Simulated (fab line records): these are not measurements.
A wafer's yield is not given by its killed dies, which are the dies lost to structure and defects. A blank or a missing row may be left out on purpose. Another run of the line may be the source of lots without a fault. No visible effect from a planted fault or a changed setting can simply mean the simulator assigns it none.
A single fault, viewed from 2 desks / flow gf180mcu / what lay behind the numbers comes last; until then each desk has only its own

== METROLOGY DESK ==
What the gauges read, lot by lot, whatever tool the lot ran on: means of the sampled wafers that have a number. Any lot whose mean is over 4 standard deviations away from the usual mean is out of limits and marked OUT; that distance is given in the brackets.
Columns: A = cd nm at GF_V3_CD_MEAS_14, usual 259.7 nm; B = V3_OVL at GF_V3_OVL_MEAS_15, usual -2 nm
lot=L903; first seen here=day 22 10:51; A=261.6; B=5
lot=L904; first seen here=day 22 16:58; A=259.4; B=-6
lot=L905; first seen here=day 23 04:17; A=259.2; B=2
lot=L907; first seen here=day 23 23:55; A=266.0 (+4.9) OUT; B=-3
lot=L908; first seen here=day 24 08:43; A=266.5 (+5.2) OUT; B=4
lot=L910; first seen here=day 25 03:57; A=258.8; B=-3
lot=L916; first seen here=day 27 01:57; A=257.5; B=-10
lot=L918; first seen here=day 27 16:58; A=260.0; B=3
lot=L919; first seen here=day 27 21:23; A=257.7; B=1
lot=L921; first seen here=day 28 07:13; A=258.3; B=-4
lot=L922; first seen here=day 28 17:10; A=259.9; B=3
lot=L925; first seen here=day 29 08:55; A=257.5; B=0
lot=L926; first seen here=day 29 17:04; A=259.7; B=-2
This desk's verdict: out of limits on L907, L908, starting with L907 at day 23 23:55 (cd nm at GF_V3_CD_MEAS_14). In limits: L903, L904, L905, L910, L916, L918, L919, L921, L922, L925, L926.

== TOOL OWNER'S DESK, litho track-03 ==
The tool's own readings at GF_V3_PEB_12 (peb time 90 s): means of the sampled wafers that have a number, for each lot that ran on this tool. Any lot whose mean is over 4 standard deviations away from the usual mean is out of limits and marked OUT; that distance is given in the brackets.
Columns: A = heater power total W at GF_V3_PEB_12, usual 85.69 W; B = plate temp C at GF_V3_PEB_12, usual 135.00 C
lot=L904; first seen here=day 22 16:37; A=85.70; B=134.94
lot=L905; first seen here=day 23 03:57; A=85.66; B=135.00
lot=L907; first seen here=day 23 23:31; A=87.36 (+20) OUT; B=137.18 (+16) OUT
lot=L908; first seen here=day 24 08:22; A=87.38 (+20) OUT; B=137.23 (+16) OUT
lot=L919; first seen here=day 27 21:03; A=85.65; B=135.07
lot=L921; first seen here=day 28 06:52; A=85.70; B=134.94
lot=L922; first seen here=day 28 16:49; A=85.66; B=134.94
lot=L925; first seen here=day 29 08:34; A=85.73; B=134.94
This desk's verdict: out of limits on L907, L908, starting with L907 at day 23 23:31 (heater power total W at GF_V3_PEB_12). In limits: L904, L905, L919, L921, L922, L925.

== BROUGHT TOGETHER ==
An alarm could have come from the tool owner's desk at day 23 23:31, on L907, L908.
An alarm was possible from the metrology desk at day 23 23:55, on L907, L908.
Every lot named ran GF_V3_PEB_12 on litho track-03.

== WHAT THE SIMULATOR HAD PUT IN ==
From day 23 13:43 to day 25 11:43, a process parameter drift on litho track-03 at GF_V3_PEB_12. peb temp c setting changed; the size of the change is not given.
Lots struck among those shown: L907, L908.
Time in hours from fault onset to the first out-of-limits reading at each desk: tool owner's desk 10, metrology desk 10.
